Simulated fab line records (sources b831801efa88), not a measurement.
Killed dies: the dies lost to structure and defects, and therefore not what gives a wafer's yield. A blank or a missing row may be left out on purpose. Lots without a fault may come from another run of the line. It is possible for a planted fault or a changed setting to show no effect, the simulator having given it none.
2 desks looking at one fault -- flow gf180mcu -- every desk sees just its own numbers, and what lay behind them comes last

## TOOL OWNER'S DESK, cvdW-02
The tool's own readings at GF_V1_CVD_23 (deposits W, target thk 350 nm, time 105.05 s): means of the sampled wafers that have a number, for each lot that ran on this tool. A lot is out of limits, marked OUT, if its mean lies more than 4 standard deviations from the usual mean; the brackets give that distance.
Columns: A = heaterPowerW at GF_V1_CVD_23, usual 868 W
lot,first seen here,A
L544,day 20 06:52,882
L545,day 20 11:08,874
L546,day 21 08:11,873
L547,day 21 10:47,875
L549,day 22 06:06,876
L550,day 22 18:29,878
L551,day 23 10:02,882
L554,day 24 05:42,874
Finding of this desk: none of the 8 lots has anything out of limits.

## FROM THE METROLOGY DESK
Means of the sampled wafers that have a number, per lot and without regard to the tool the lot ran on: this is what the gauges read. A lot is out of limits, marked OUT, if its mean lies more than 4 standard deviations from the usual mean; the brackets give that distance.
Columns: A = CONTACT_CVD_00_THK at GF_CONTACT_THK_MEAS_01, usual 301 nm; B = V1_W_RS at GF_V1_RS_MEAS_24, usual 0.326 ohm/sq; C = V1_W_THK at GF_V1_THK_MEAS_25, usual 354 nm
lot,first seen here,A,B,C
L542,day 16 17:10,300,0.332,347
L544,day 17 02:58,300,0.323,353
L545,day 17 07:17,303,0.324,352
L546,day 18 03:22,303,0.324,358
L547,day 18 07:23,302,0.328,352
L548,day 18 19:44,305,0.325,349
L549,day 19 01:21,307,0.326,356
L550,day 19 14:39,299,0.488 (+46) OUT,255 (-23) OUT
L551,day 20 07:49,303,0.445 (+34) OUT,282 (-17) OUT
L554,day 21 02:43,304,0.493 (+48) OUT,253 (-24) OUT
L561,day 22 21:57,301,0.331,353
Per this desk, out of limits: L550, L551, L554; the first was L550, day 22 18:35 (V1_W_RS at GF_V1_RS_MEAS_24). L542, L544, L545, L546, L547, L548, L549, L561 stayed within limits.

## PUT TOGETHER
L550, L551, L554 would have let the metrology desk raise an alarm at day 22 18:35.
The desk of the tool owner found nothing out of limits.
Tool owner's desk: L550, L551, L554 on record, inside its limits.
On cvdW-02, each named lot ran GF_V1_CVD_23.

## WHAT WAS PUT IN BY THE SIMULATOR
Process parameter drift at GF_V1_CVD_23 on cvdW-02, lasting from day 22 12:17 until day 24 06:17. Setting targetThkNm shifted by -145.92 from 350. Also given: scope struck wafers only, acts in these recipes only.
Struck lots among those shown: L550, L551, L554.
Hours from the fault's start to each desk's first reading out of limits: the metrology desk, 6.
